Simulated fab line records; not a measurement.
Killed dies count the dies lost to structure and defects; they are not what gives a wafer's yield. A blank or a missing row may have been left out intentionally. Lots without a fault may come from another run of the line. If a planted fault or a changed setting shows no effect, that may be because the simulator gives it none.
A lot that was struck, set against a sound lot | flow gf180mcu | 23 out of 602 route steps
Sound: these wafers, L340.2, L340.3, L340.4. The struck wafers were L347.3, L347.4, L347.5. The cause is named last.
Per side, at each step with rows, come the tool, then ch with its chambers, and then its first start. Under that, the readings that differ: sound wafers | struck wafers | difference of the means | sigmas: that difference in standard deviations of wafers without a fault.
alike: readings whose means differ by less than 2 such deviations, and words and numbers that are the same on both sides. not compared: withheld readings, readings that some wafer has no value for, bounds like >300 that may hide the same value, and numbers for which the record gives no deviation and whose values overlap.
A row with sigmas, a row that says differs or no value, or rows on one side alone: a step with any of these is where the two part. Numbers that don't overlap but have no deviation are shown without sigmas and don't part them. A reading missing from all wafers of one side parts the sides only when that side holds two or more wafers.

first, 2 steps without rows for these wafers: GF_HV_LDD_PEB_29; GF_HV_LDD_DEVELOP_30 (develop time 60 s).
GF_HV_LDD_CD_MEAS_31: target cd 400 nm.
  sound on cd sem-01, day 12 16:37; struck on cd sem-01, day 15 21:25
  reading    | sound             | struck            | difference | sigmas
  cd nm (nm) | 401.7 402.6 401.9 | 400.5 396.0 397.6 | -4.0       | -2
GF_HV_LDD_OVL_MEAS_32:
  sound on overlay-01, day 12 16:43; struck on overlay-02, day 15 21:31
  alike: HV_LDD_02_OVL
then, 4 steps without rows for these wafers: GF_HV_LDD_IMPLANT_33; GF_HV_LDD_IMPLANT_34; GF_HV_LDD_IMPLANT_35; GF_HV_LDD_IMPLANT_36.
GF_HV_LDD_STRIP_37: strips in O2/N2.
  sound on plasma asher-01 ch 0,1, day 12 17:20; struck on plasma asher-01 ch 0,1, day 15 22:10
  alike: drypump motor current A, heater power w, oes product au, strip time to endpoint s
  not compared: rf hours counter h
GF_HV_LDD_TW_MEAS_38:
  sound on film metro-04, day 12 17:27; struck on film metro-04, day 15 22:16
  alike: HV_LDD_3_TW
then, 2 steps without rows for these wafers: GF_HV_LDD_DEHYDRATE_39 (time 60 s); GF_HV_LDD_HMDS_40 (prime time 60 s).
GF_HV_LDD_COAT_41: resist thk 1000 nm.
  sound on litho track-04 ch 0, day 13 02:50; struck on litho track-02 ch 0, day 16 09:11
  reading                                     | sound                | struck               | difference | sigmas
  dispense pressure kPa (kPa)                 | 57 57 57             | 48 48 48             | -9         | -2
  spin speed rpm (rpm)                        | 2999.7 3001.7 3002.4 | 2198.7 2198.3 2199.0 | -802.6     | -99 or more
  model.NOVOLAK_of_HV_LDD_COAT_41.thk nm (nm) | 998.4 996.6 999.9    | 1169 1172 1171       | +172       |
then, 3 steps without rows for these wafers: GF_HV_LDD_SOFTBAKE_42 (time 60 s); GF_HV_LDD_EXPOSE_43 (exposes mask Pplus HV AREA, target cd 400 nm); GF_HV_LDD_PEB_44.
GF_HV_LDD_DEVELOP_45: develop time 60 s.
  sound on litho track-02 ch 0, day 13 12:55; struck on litho track-01 ch 0, day 16 20:16
  reading                                     | sound           | struck         | difference | sigmas
  model.NOVOLAK_of_HV_LDD_COAT_41.thk nm (nm) | 998 996.2 999.5 | 1169 1171 1170 | +172       |
GF_HV_LDD_CD_MEAS_46: target cd 400 nm.
  sound on cd sem-02, day 13 13:03; struck on cd sem-02, day 16 20:25
  reading    | sound             | struck            | difference | sigmas
  cd nm (nm) | 399.6 399.2 398.1 | 385.8 385.3 385.0 | -13.6      | -7
GF_HV_LDD_OVL_MEAS_47:
  sound on overlay-02, day 13 13:10; struck on overlay-01, day 16 20:30
  reading            | sound          | struck        | difference | sigmas
  HV_LDD_03_OVL (nm) | -2.1 -2.7 -3.3 | -0.7 -0.3 1.0 | +2.7       | +2
then, 1 step without rows for these wafers: GF_HV_LDD_IMPLANT_48.
GF_HV_LDD_STRIP_49: strips in O2/N2.
  sound on plasma asher-02 ch 0,1, day 13 13:20; struck on plasma asher-02 ch 0,1, day 16 20:43
  reading                      | sound             | struck            | difference | sigmas
  strip time to endpoint s (s) | 12.59 12.59 12.63 | 14.48 14.52 14.48 | +1.89      | +42
  alike: drypump motor current A, heater power w, oes product au
  not compared: rf hours counter h
GF_HV_LDD_TW_MEAS_50:
  sound on film metro-03, day 13 13:27; struck on film metro-03, day 16 20:47
  alike: HV_LDD_4_TW
then, 1 step without rows for these wafers: GF_PASSIVATION_PROBE_99.

WHERE THEY PART
Last at GF_HV_LDD_STRIP_49 as far as this record goes, first at GF_HV_LDD_CD_MEAS_31. Later steps at which nothing parts them and some readings are alike: GF_HV_LDD_TW_MEAS_50.

WHY: what had been put in by the simulator
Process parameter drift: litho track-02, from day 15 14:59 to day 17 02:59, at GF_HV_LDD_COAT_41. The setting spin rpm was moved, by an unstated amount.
